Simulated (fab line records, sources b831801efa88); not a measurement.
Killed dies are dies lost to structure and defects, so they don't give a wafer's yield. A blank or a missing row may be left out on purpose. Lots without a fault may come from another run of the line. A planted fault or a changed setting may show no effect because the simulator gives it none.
Which tool did it? | flow gf180mcu | 15 lots, 45 wafers sampled, at 2 steps of a route of 602

WHAT THE GAUGES READ, wafer by wafer
GF_V1_THK_MEAS_01. Usual: V1_CVD_00_THK 602 nm, standard deviation 7.6.
lot  | measured     | on            | V1_CVD_00_THK (nm) | flag
L734 | day 17 10:50 | film_metro-01 | 604 616 606        |
L735 | day 17 13:52 | film_metro-01 | 602 599 598        |
L736 | day 17 23:17 | film_metro-02 | 607 613 614        |
L737 | day 17 23:40 | film_metro-01 | 606 603 594        |
L738 | day 19 01:17 | film_metro-01 | 611 610 604        |
L740 | day 19 17:23 | film_metro-02 | 611 608 608        |
L741 | day 20 09:28 | film_metro-03 | 600 602 601        |
L742 | day 20 17:30 | film_metro-03 | 589 596 603        |
L743 | day 20 22:10 | film_metro-02 | 594 598 597        |
L745 | day 21 17:23 | film_metro-02 | 604 599 595        |
L748 | day 22 20:08 | film_metro-01 | 602 602 605        |
L750 | day 23 02:19 | film_metro-03 | 612 613 613        |
L751 | day 23 10:02 | film_metro-03 | 615 619 606        |
L752 | day 23 14:05 | film_metro-01 | 605 587 598        |
L755 | day 24 14:37 | film_metro-01 | 609 607 606        |

GF_V1_THK_MEAS_03. Usual: V1_CVD_02_THK 849 nm, standard deviation 10.
lot  | measured     | on            | V1_CVD_02_THK (nm) | flag
L734 | day 17 10:57 | film_metro-02 | 844 862 858        |
L735 | day 17 13:59 | film_metro-03 | 861 844 850        |
L736 | day 17 23:25 | film_metro-02 | 840 836 853        |
L737 | day 17 23:47 | film_metro-01 | 841 845 845        |
L738 | day 19 01:27 | film_metro-03 | 836 858 847        |
L740 | day 19 17:31 | film_metro-01 | 846 846 847        |
L741 | day 20 09:35 | film_metro-02 | 835 841 859        |
L742 | day 20 17:38 | film_metro-01 | 834 854 855        |
L743 | day 20 22:18 | film_metro-01 | 839 844 845        |
L745 | day 21 17:33 | film_metro-03 | 856 843 865        |
L748 | day 22 20:16 | film_metro-02 | 831 849 855        |
L750 | day 23 02:27 | film_metro-01 | 843 835 854        |
L751 | day 23 10:10 | film_metro-01 | 844 868 854        |
L752 | day 23 14:13 | film_metro-01 | 850 857 870        |
L755 | day 24 14:44 | film_metro-03 | 831 850 853        |

WHICH TOOL RAN EACH LOT (tool, then ch and the chambers of the sampled wafers, then the start)
The record holds no process step before these readings.

WHAT THE TOOLS THEMSELVES READ (means of the sampled wafers that have a number; where no wafer has one, the mark that the record gives instead)
The record holds no such reading with a usual standard deviation.

THE ANSWER, worked out from the rows above alone
Rule: a lot is off if the mean of its wafers that have a number lies more than 3 standard deviations from the usual mean. A lot without any number at a reading at which 4 lots or more have one is off too. The other lots that the step has rows for count as sound. The gauges are gone through in route order, then the tools' own readings, and for those a lot's mean is taken as printed above. The first step at which some lot is off is used, and at that step the reading that is off furthest; a lot without a number counts as furthest.
No lot is off at any reading shown: from this, nothing can be told.

WHAT THE SIMULATOR HAD PUT IN
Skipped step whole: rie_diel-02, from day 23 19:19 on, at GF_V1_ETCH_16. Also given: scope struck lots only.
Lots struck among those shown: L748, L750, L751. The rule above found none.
